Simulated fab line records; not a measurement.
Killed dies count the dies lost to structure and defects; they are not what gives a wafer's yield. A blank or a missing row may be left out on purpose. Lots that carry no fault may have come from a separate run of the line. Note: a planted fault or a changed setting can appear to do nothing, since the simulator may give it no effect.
fab line records	flow sfq-line
record: lots: 5	wafers: 15	last-day: 94
route steps=325 shown I0@51 M1@58
lots untouched by any fault: they come from a run of this same line in which no faults occurred
start-h: start of the lot's first displayed wafer, in hours after the record's first day	wait-h: hours elapsed since this lot's preceding step	" same as the row above	L1.1+2: one row covering several wafers at once	- either no value or no given start	* or withheld: withheld	< > ~ a bound
route shown NAME@n: names a module that has steps shown in the file, with the first one's number in the route	usual: mean and standard deviation over wafers with no fault	same: alike in all rows	chamber/n: place in a boat	sites: the reading at each site	_std_site: how widely they spread, as a standard deviation	_edge_site: mean of outer sites minus mean of inner sites	radius-mm: how far each site lies from the wafer's centre	mask NAME#n: copy n	behind: the most recent tool/chamber to have shaped the wafer	hold: why the lot was held/for how many hours/how that ended	device: which transistor (n, p or np) failed to switch	end of line: tests of these same wafers at the route's end	step lacking rows: just its recipe	killed: count of dies lost to structure and defects at first sort (not the wafer's yield)	map: dies across one wafer; x = killed, . = not, _ = none there
set.NAME: the setting that was run; set.NAME@STEP: the one run at that earlier step	model.NAME: the simulator's own value behind a step, which no gauge read
lots at some steps of the route; a table a step, a row a wafer
services: from which hour (start-h, from the record's first day; less than 0 if before it) a tool's chamber was out of use, for how many hours, and why
== steps ==
step: SFQ_TRILAYER_I0_VIA_LITHO_PEB_034
recipe: peb-temp-c: 115	peb-time-s: 60	resist: KrF
step: SFQ_TRILAYER_I0_VIA_LITHO_DEVELOP_033
recipe: time-s: 60	resist: KrF
step: SFQ_I0_OVL_MEAS_908
usual: I0_OVL: 1/6
lot.wafer	tool	chamber	start-h	wait-h	I0_OVL[nm]
L942.2	overlay-01	-	387.47	0.1	-4
L942.5	"	-	"	"	-5
L942.6	"	-	"	"	2
L951.3	overlay-02	-	442.67	0.1	2
L951.4	"	-	"	"	1
L951.5	"	-	"	"	4
L954.1	overlay-01	-	453.09	0.1	-9
L954.5	"	-	"	"	-10
L954.6	"	-	"	"	-5
L957.1	overlay-02	-	490.43	0.1	2
L957.3	"	-	"	"	1
L957.5	"	-	"	"	1
L958.1	overlay-02	-	658.06	0.1	6
L958.5	"	-	"	"	7
L958.6	"	-	"	"	6
step: SFQ_TRILAYER_I0_VIA_BARC_OPEN_VIA_ETCH_046
recipe: mask-material: PR	chemistry: O2	target-depth-nm: 125	target: BARC	source-w: 500	bias-w: 80	pressure-mtorr: 30	time-s: 41.7
step: SFQ_TRILAYER_I0_VIA_ETCH_VIA_ETCH_034
recipe: target: SiO2	stop-on: Nb	mask-material: PR	taper-deg: 20	chemistry: CHF3	target-depth-nm: 260	source-w: 500	bias-w: 80	pressure-mtorr: 30	time-s: withheld
usual: drypump-motor-current-A: 5.66/0.28	oes-product-au: 0.855/0.0051
lot.wafer	tool	chamber	start-h	wait-h	drypump-motor-current-A	oes-product-au
L942.2	rie-diel-02	3	387.54	0.0	6.01	0.848
L942.5	"	3	"	"	6.01	0.853
L942.6	"	2	"	"	5.12	0.864
L951.3	rie-diel-01	0	442.74	0.0	5.39	0.866
L951.4	"	1	"	"	5.27	0.858
L951.5	"	2	"	"	6.05	0.851
L954.1	rie-diel-01	0	453.17	0.0	5.40	0.853
L954.5	"	2	"	"	6.03	0.856
L954.6	"	3	"	"	5.65	0.854
L957.1	rie-diel-02	0	490.51	0.0	5.66	0.847
L957.3	"	1	"	"	5.88	0.855
L957.5	"	3	"	"	6.00	0.847
L958.1	rie-diel-03	0	658.13	0.0	5.65	0.852
L958.5	"	0	"	"	5.65	0.857
L958.6	"	2	"	"	5.54	0.856
step: SFQ_TRILAYER_I0_VIA_STRIP_STRIP_035
recipe: gas: O2	power-w: 200	platen-temp-c: 40	overash-fraction: 0.65	chemistry: O2	pressure-mtorr: 50
usual: drypump-motor-current-A: 5.6/0.33	he-backside-leak-sccm: 3.22/0.16	oes-product-au: 1.004/0.0069
lot.wafer	tool	chamber	start-h	wait-h	drypump-motor-current-A	he-backside-leak-sccm	oes-product-au	rf-hours-counter-h
L942.2	rie-metal-03	1	387.65	-	5.3	3.11	1.000	7
L942.5	"	0	"	"	5.4	3.11	1.002	-
L942.6	"	1	"	"	5.3	3.08	1.007	-
L951.3	rie-metal-02	1	443.05	-	6.2	3.37	1.003	-
L951.4	"	0	"	"	5.4	3.29	0.990	-
L951.5	"	0	"	"	5.4	3.43	0.996	-
L954.1	rie-metal-01	1	453.28	-	5.5	3.32	1.001	72
L954.5	"	1	"	"	5.5	3.25	0.998	-
L954.6	"	0	"	"	5.8	3.12	0.995	-
L957.1	rie-metal-01	1	490.62	-	5.5	3.46	0.996	77
L957.3	"	1	"	"	5.4	3.61	0.993	-
L957.5	"	0	"	"	5.9	3.20	1.000	-
L958.1	rie-metal-03	1	658.25	-	5.3	3.12	1.001	43
L958.5	"	0	"	"	5.4	3.10	1.019	-
L958.6	"	1	"	"	5.3	3.13	1.000	-
step: SFQ_TRILAYER_I0_VIA_STRIP_SOLV_CLEAN_036
recipe: chemistry: NMP	temp-c: 70	time-s: 600
step: SFQ_TRILAYER_M1_DEP_PRE_CLEAN_038
recipe: gas: Ar	time-s: 22.5	bias-v: 250
step: SFQ_TRILAYER_M1_DEP_SPUTTER_037
recipe: material: Nb	base-pressure-pa: 1.33e-06	chamber-pressure-pa: 0.1333	substrate-temp-c: 20	resputter-cathode-voltage-v: 400	target-thk-nm: 200	power-w: 2000	time-s: 133.3
usual: cathode-dc-power-W: 2000.0/0.43	chamber-pressure-pa: 0.13331/0.00026	throttle-valve-pct: 30.1/1.5
lot.wafer	tool	chamber	start-h	wait-h	cathode-dc-power-W	chamber-pressure-pa	throttle-valve-pct
L942.2	pvd-sputter-04	-	388.45	0.0	1999.9	0.13338	31.4
L942.5	"	-	"	"	1999.8	0.13373	30.9
L942.6	"	-	"	"	2000.1	0.13333	31.4
L951.3	pvd-sputter-05	-	443.65	0.0	2000.0	0.13336	26.6
L951.4	"	-	"	"	1999.9	0.13331	31.3
L951.5	"	-	"	"	2000.1	0.13347	26.5
L954.1	pvd-sputter-05	-	454.09	0.0	1999.8	0.13286	30.1
L954.5	"	-	"	"	2000.4	0.13329	26.9
L954.6	"	-	"	"	1999.5	0.13346	30.2
L957.1	pvd-sputter-06	-	491.43	0.0	2000.2	0.13304	31.0
L957.3	"	-	"	"	2000.0	0.13335	29.4
L957.5	"	-	"	"	2000.4	0.13291	29.3
L958.1	pvd-sputter-05	-	659.07	0.0	1999.9	0.1334	30.0
L958.5	"	-	"	"	1999.7	0.13333	26.6
L958.6	"	-	"	"	1999.7	0.13369	31.1
step: SFQ_M1_RS_MEAS_909
recipe: thk-meas-gauge: four-point-probe	reads: Nb_of_TRILAYER_M1_DEP_SPUTTER_037
usual: M1_NB_RS: 0.887/0.0095
lot.wafer	tool	chamber	start-h	wait-h	M1_NB_RS[ohm/sq]
L942.2	film-metro-02	-	388.56	0.1	0.895
L942.5	"	-	"	"	0.898
L942.6	"	-	"	"	0.893
L951.3	film-metro-01	-	443.78	0.1	0.891
L951.4	"	-	"	"	0.885
L951.5	"	-	"	"	0.889
L954.1	film-metro-03	-	454.18	0.0	0.870
L954.5	"	-	"	"	0.878
L954.6	"	-	"	"	0.860
L957.1	film-metro-02	-	491.52	0.0	0.868
L957.3	"	-	"	"	0.893
L957.5	"	-	"	"	0.889
L958.1	film-metro-03	-	659.16	0.0	0.879
L958.5	"	-	"	"	0.893
L958.6	"	-	"	"	0.872
step: SFQ_TRILAYER_M1_LITHO_COAT_044
recipe: resist: BARC	spin-rpm: 3000	resist-thk-nm: 62
step: SFQ_TRILAYER_M1_LITHO_COAT_039
recipe: resist: KrF	spin-rpm: 3000	resist-thk-nm: 600
lot.wafer	tool	chamber	start-h	wait-h	model.KrF_of_TRILAYER_M1_LITHO_COAT_039.thk-nm
L942.2	litho-track-01	0	389.07	0.2	599.7
L942.5	"	0	"	"	600
L942.6	"	0	"	"	600.6
L951.3	litho-track-04	0	444.32	0.2	599.6
L951.4	"	0	"	"	598.6
L951.5	"	0	"	"	599.5
L954.1	litho-track-01	0	454.66	0.2	641.9
L954.5	"	0	"	"	601.4
L954.6	"	0	"	"	602.1
L957.1	litho-track-04	0	492.00	0.2	601.1
L957.3	"	0	"	"	601.6
L957.5	"	0	"	"	600.9
L958.1	litho-track-03	0	659.64	0.2	599.6
L958.5	"	0	"	"	599.1
L958.6	"	0	"	"	599.5
step: SFQ_TRILAYER_M1_LITHO_SOFTBAKE_043
recipe: temp-c: withheld	time-s: withheld	resist: KrF
step: SFQ_TRILAYER_M1_LITHO_EXPOSE_040
recipe: mask-id: M1	na: 0.6	source-shape: conventional	sigma-outer: 0.65	target-cd-nm: 500	dose-mj: 14.4
step: SFQ_TRILAYER_M1_LITHO_PEB_042
recipe: peb-temp-c: 115	peb-time-s: 60	resist: KrF
step: SFQ_TRILAYER_M1_LITHO_DEVELOP_041
recipe: time-s: 60	resist: KrF
step: SFQ_M1_OVL_MEAS_911
usual: M1_OVL: 2/5
lot.wafer	tool	chamber	start-h	wait-h	M1_OVL[nm]
L942.2	overlay-01	-	432.13	0.1	-8
L942.5	"	-	"	"	4
L942.6	"	-	"	"	0
L951.3	overlay-02	-	451.91	0.1	-9
L951.4	"	-	"	"	-7
L951.5	"	-	"	"	-2
L954.1	overlay-01	-	467.49	0.1	-3
L954.5	"	-	"	"	11
L954.6	"	-	"	"	1
L957.1	overlay-02	-	511.54	0.1	-3
L957.3	"	-	"	"	6
L957.5	"	-	"	"	4
L958.1	overlay-02	-	804.49	0.1	-2
L958.5	"	-	"	"	-5
L958.6	"	-	"	"	-2
step: SFQ_TRILAYER_M1_BARC_OPEN_METAL_ETCH_054
recipe: mask-material: PR	chemistry: O2	target-depth-nm: 125	target: BARC	icp-w: 600	bias-w: 80	pressure-mtorr: 10	time-s: 41.7
usual: drypump-motor-current-A: 5.7/0.37	he-backside-leak-sccm: 3.26/0.14	oes-product-au: 0.685/0.0042
lot.wafer	tool	chamber	start-h	wait-h	drypump-motor-current-A	he-backside-leak-sccm	oes-product-au	rf-hours-counter-h
L942.2	rie-metal-03	1	432.16	0.0	5.3	3.05	0.686	14
L942.5	"	0	"	"	5.4	3.20	0.688	-
L942.6	"	1	"	"	5.3	3.12	0.698	-
L951.3	rie-metal-04	0	451.95	0.0	6.2	3.26	0.685	-
L951.4	"	1	"	"	6.0	3.44	0.688	-
L951.5	"	1	"	"	6.1	3.30	0.675	-
L954.1	rie-metal-01	1	467.53	0.0	5.4	3.40	0.681	74
L954.5	"	0	"	"	5.9	3.12	0.687	-
L954.6	"	1	"	"	5.4	3.43	0.683	-
L957.1	rie-metal-01	1	511.58	0.0	5.5	3.50	0.682	79
L957.3	"	0	"	"	5.8	2.93	0.682	-
L957.5	"	1	"	"	5.5	3.35	0.688	-
L958.1	rie-metal-03	1	804.52	0.0	5.3	3.23	0.683	69
L958.5	"	0	"	"	5.3	3.22	0.685	-
L958.6	"	1	"	"	5.3	3.20	0.682	-
step: SFQ_TRILAYER_M1_ETCH_METAL_ETCH_042
recipe: target: Nb	stop-on: SiO2	mask-material: PR	chemistry: Cl2/Ar	target-depth-nm: 240	icp-w: 600	bias-w: 80	pressure-mtorr: 10	time-s: 120
usual: drypump-motor-current-A: 5.7/0.37	he-backside-leak-sccm: 3.28/0.15	oes-product-au: 0.897/0.0068
lot.wafer	tool	chamber	start-h	wait-h	drypump-motor-current-A	he-backside-leak-sccm	oes-product-au	rf-hours-counter-h	model.KrF_of_TRILAYER_M1_LITHO_COAT_039.thk-nm
L942.2	rie-metal-03	1	432.22	0.0	5.3	3.13	0.896	14	382.5
L942.5	"	0	"	"	5.4	3.27	0.893	-	379.5
L942.6	"	1	"	"	5.3	3.11	0.892	-	383.4
L951.3	rie-metal-04	0	452.03	0.1	6.2	3.36	0.901	-	377.5
L951.4	"	1	"	"	6.1	3.36	0.906	-	381.2
L951.5	"	1	"	"	6.1	3.20	0.892	-	382.5
L954.1	rie-metal-01	1	467.59	0.0	5.5	3.43	0.905	74	421.9
L954.5	"	0	"	"	5.9	3.10	0.899	-	382.4
L954.6	"	1	"	"	5.4	3.55	0.914	-	383.3
L957.1	rie-metal-01	1	511.66	0.1	5.4	3.43	0.902	79	381
L957.3	"	0	"	"	5.9	3.10	0.889	-	382.9
L957.5	"	1	"	"	5.5	3.51	0.898	-	380.9
L958.1	rie-metal-03	1	804.58	0.0	5.3	3.27	0.904	69	379.4
L958.5	"	0	"	"	5.3	3.19	0.897	-	374.4
L958.6	"	1	"	"	5.3	3.15	0.907	-	379.4
step: SFQ_TRILAYER_M1_STRIP_STRIP_043
recipe: gas: O2	power-w: 200	platen-temp-c: 40	overash-fraction: 0.65	chemistry: O2	pressure-mtorr: 50
usual: drypump-motor-current-A: 5.7/0.37	he-backside-leak-sccm: 3.29/0.27	oes-product-au: 1.003/0.0092
lot.wafer	tool	chamber	start-h	wait-h	drypump-motor-current-A	he-backside-leak-sccm	oes-product-au	rf-hours-counter-h
L942.2	rie-metal-03	1	432.34	0.1	5.3	3.17	1.001	14
L942.5	"	0	"	"	5.4	3.13	1.000	-
L942.6	"	1	"	"	5.3	3.17	0.994	-
L951.3	rie-metal-04	0	452.32	0.2	6.2	3.43	1.006	-
L951.4	"	1	"	"	6.1	3.16	0.993	-
L951.5	"	1	"	"	6.1	3.22	0.995	-
L954.1	rie-metal-01	1	467.72	0.1	5.5	3.54	0.997	75
L954.5	"	0	"	"	5.8	3.05	1.003	-
L954.6	"	1	"	"	5.5	3.45	1.003	-
L957.1	rie-metal-01	1	511.83	0.1	5.5	3.42	1.010	80
L957.3	"	0	"	"	5.9	3.26	0.996	-
L957.5	"	1	"	"	5.5	3.50	1.014	-
L958.1	rie-metal-03	1	804.71	0.1	5.3	3.08	1.006	70
L958.5	"	0	"	"	5.4	3.22	1.014	-
L958.6	"	1	"	"	5.3	3.13	0.995	-
== services ==
tool	chamber	start-h	hours	kind
rie-diel-01	2	401.77	23.0	repair
rie-diel-01	-	430.77	0.3	repair
rie-diel-01	-	432.58	0.8	repair
rie-diel-02	2	434.89	10.5	repair
rie-metal-03	-	480.36	1.3	repair
rie-metal-01	1	480.73	7.6	repair
rie-diel-02	-	480.76	0.2	repair
rie-metal-03	-	481.62	2.8	pm
rie-metal-03	-	485.71	0.3	repair
rie-metal-04	1	493.02	3.1	repair
rie-diel-02	0	516.49	9.7	repair
pvd-sputter-05	-	530.03	4.3	repair
rie-diel-01	-	534.24	2.8	pm
pvd-sputter-05	-	535.52	2.3	repair
rie-metal-03	-	535.82	0.3	repair
rie-metal-03	1	555.94	14.2	repair
pvd-sputter-05	-	569.77	58.8	repair
rie-metal-03	0	618.72	2.1	repair
rie-metal-03	-	647.86	1.4	pm
rie-metal-01	1	654.39	5.0	repair
rie-metal-04	0	657.09	4.5	repair
rie-metal-03	-	695.96	0.4	repair
rie-metal-03	0	704.17	59.2	repair
pvd-sputter-05	-	776.00	1.2	repair
== key ==
first-sign none at tools or gauges
model-effect: step: SFQ_TRILAYER_M1_LITHO_COAT_039	value: KrF_of_TRILAYER_M1_LITHO_COAT_039.thk-nm	without: 601.5	struck: 641.9
model-effect: step: SFQ_TRILAYER_M1_ETCH_METAL_ETCH_042	value: KrF_of_TRILAYER_M1_LITHO_COAT_039.thk-nm	without: 381.5	struck: 421.9
met-at SFQ_TRILAYER_M1_LITHO_COAT_039
struck-wafers L954.1
onset-between 389.07 454.66
fault: kind: process-parameter-drift	tool: litho-track-01	chamber: -	onset-h: 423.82	steps: SFQ_TRILAYER_M1_LITHO_COAT_039	channel: resist-thk-nm	offset: 40.338	shape: step	end-h: 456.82	scope: struck-wafers-only	acts-in: these-recipes-only	stated: 600
